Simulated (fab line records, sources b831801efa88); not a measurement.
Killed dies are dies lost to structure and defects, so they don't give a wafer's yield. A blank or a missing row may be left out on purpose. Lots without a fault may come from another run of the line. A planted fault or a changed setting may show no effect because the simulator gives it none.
One fault seen from 2 desks | flow sky130 | each desk has only its own numbers; what lay behind them comes last

THE TOOL OWNER'S DESK: litho_track-03
The tool's own readings at SKY_VT_ADJUST_NCORE_COAT_02 (resist thk 1140 nm): means of the sampled wafers that have a number, for each lot that ran on this tool. A lot is out of limits, marked OUT, if its mean lies more than 4 standard deviations from the usual mean; the brackets give that distance.
Columns: A = spin_speed_rpm at SKY_VT_ADJUST_NCORE_COAT_02, usual 3000.0 rpm
lot  | first seen here | A
L681 | day 8 10:00     | 3002.2
L687 | day 10 03:48    | 2946.7 (-24) OUT
L688 | day 10 10:48    | 2950.1 (-23) OUT
L698 | day 13 04:37    | 2999.9
L700 | day 13 17:52    | 3004.3
This desk's finding: out of limits on L687, L688; first on L687, day 10 03:48 (spin_speed_rpm at SKY_VT_ADJUST_NCORE_COAT_02). In limits: L681, L698, L700.

THE METROLOGY DESK
What the gauges read, lot by lot, whatever tool the lot ran on: means of the sampled wafers that have a number. A lot is out of limits, marked OUT, if its mean lies more than 4 standard deviations from the usual mean; the brackets give that distance.
Columns: A = NWELL_2_TW at SKY_NWELL_TW_MEAS_26, usual 495; B = VT_ADJUST_LVTN_OVL at SKY_VT_ADJUST_LVTN_OVL_MEAS_07, usual -0.2 nm; C = cd_nm at SKY_VT_ADJUST_NCORE_CD_MEAS_07, usual 380.4 nm
lot  | first seen here | A   | B    | C
L681 | day 5 13:17     | 502 | 0.2  | 383.6
L686 | day 6 17:42     | 485 | 0.2  | 380.4
L687 | day 7 02:44     | 497 | 1.3  | 377.0
L688 | day 7 08:18     | 485 | 0.0  | 377.5
L692 | day 8 09:06     | 502 | -0.7 | 380.6
L693 | day 8 14:20     | 490 | -1.7 | 378.8
L697 | day 9 13:50     | 486 | -0.3 | 380.6
L698 | day 9 18:20     | 503 | -0.7 | 380.7
L699 | day 10 01:35    | 494 | -2.1 | 382.7
L700 | day 10 06:56    | 490 | 1.1  | 378.6
L701 | day 10 13:35    | 495 | -0.1 | 379.6
L702 | day 10 18:47    | 488 | 0.6  | 386.4
L703 | day 10 22:12    | 497 | 0.3  | 381.8
This desk's finding: nothing out of limits on any of the 13 lots.

PUT TOGETHER
The tool owner's desk could have raised an alarm at day 10 03:48, on L687, L688.
The metrology desk saw nothing out of limits.
The metrology desk has L687, L688 on record, within its limits.
Of the lots named, all ran SKY_VT_ADJUST_NCORE_COAT_02 on litho_track-03.

WHAT THE SIMULATOR HAD PUT IN
Process parameter drift: litho_track-03, from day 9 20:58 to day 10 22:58, at SKY_VT_ADJUST_NCORE_COAT_02. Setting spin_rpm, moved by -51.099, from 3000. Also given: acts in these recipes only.
Lots struck among those shown: L687, L688.
Hours from the fault's start to each desk's first reading out of limits: the tool owner's desk, 7.
